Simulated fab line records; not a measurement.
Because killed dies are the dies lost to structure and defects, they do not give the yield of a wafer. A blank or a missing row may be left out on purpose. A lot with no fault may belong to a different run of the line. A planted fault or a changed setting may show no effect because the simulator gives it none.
Code-filled problem report in 8D (eight disciplines) form | flow gf180mcu | the parts of the form that need people (team, actions taken, sign-off) are left out

## 1. WHAT IS WRONG
Wafers free of any fault read 42.1 nm (standard deviation 0.51) for MIM_CVD_05_THK at GF_MIM_THK_MEAS_06, against a mean of 32.9 nm on 4 wafers of 3 lots. That puts it -18 standard deviations away from the usual mean.
First observed at day 29 13:54: wafer L522.2, on film_metro-02. The record holds 38 wafers of 13 lots with a number at this step. Rule for "out", or "out of limits": more than 4 standard deviations from the usual mean. The rest of the wafers with a number are treated as sound.

## 2. WHAT IT IS AND WHAT IT IS NOT
question                    | is                             | is not
which readings at this step | MIM_CVD_05_THK                 | -
which lots                  | L522, L523, L525               | L506, L510, L512, L513, L514, L516, L517, L519, L520, L521
which wafers of those lots  | L522.2, L522.3, L523.3, L525.3 | L523.5, L523.6, L525.1, L525.4
read on which gauges        | film_metro-01, film_metro-02   | film_metro-04
when                        | from day 29 13:54              | up to then (30 sound wafers); but 4 sound wafers of L523, L525 came after

## 3. SUSPECTS, AND WHAT RULES EACH OUT
Counting: if a tool at a process step up to the reading ran every lot that is out, it stays a suspect. Sound lots after the first of them don't rule it out here, since some wafers of a struck lot are sound.
- the gauge at GF_MIM_THK_MEAS_06 has been ruled out. 2 gauges (film_metro-01, film_metro-02) read the wafers that are out.
- pecvd-01 at GF_MIM_CVD_05 (deposits Si3N4, target thk 42 nm, time 29.086 s): kept. It processed each lot that is out (first: L522, day 29 13:52); up to then, its last sound lot is L521 (day 29 11:06).
After counting, what remains is pecvd-01 at GF_MIM_CVD_05.

## 4. THE CAUSE (what the simulator had put in)
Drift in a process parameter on pecvd-01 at GF_MIM_CVD_05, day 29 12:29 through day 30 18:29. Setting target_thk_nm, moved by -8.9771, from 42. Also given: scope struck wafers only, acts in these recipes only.
Counting left only this tool.

## 5. SEQUENCE OF EFFECTS, ordered by route
Rows list readings where the struck wafers' mean (over those with a number) sits beyond 3 standard deviations from the usual. Only readings whose record carries a usual standard deviation are examined. hours: median over the lots of the time between each lot's start at the first step of this table that gives one and its start at this step. sigmas: the change, counted in usual standard deviations.
hours | step               | reading        | usual   | on struck wafers | change | sigmas
0     | GF_MIM_THK_MEAS_06 | MIM_CVD_05_THK | 42.1 nm | 32.9             | -9.2   | -18

## 6. HOW IT WOULD HAVE BEEN CAUGHT EARLIER
In this record the first reading out of limits at a measuring or inspecting step was taken at day 29 13:54, 1 hour after the fault began at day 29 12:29.
Of the tool readings at GF_MIM_CVD_05 for which the record gives a usual standard deviation, none was out on any struck wafer, so an alarm limit of 4 standard deviations on them would not have fired.
Lots out: 3; of these, L523, L525 started GF_MIM_CVD_05 on pecvd-01 after day 29 13:54. A hold on the tool at that time would have spared those 2.
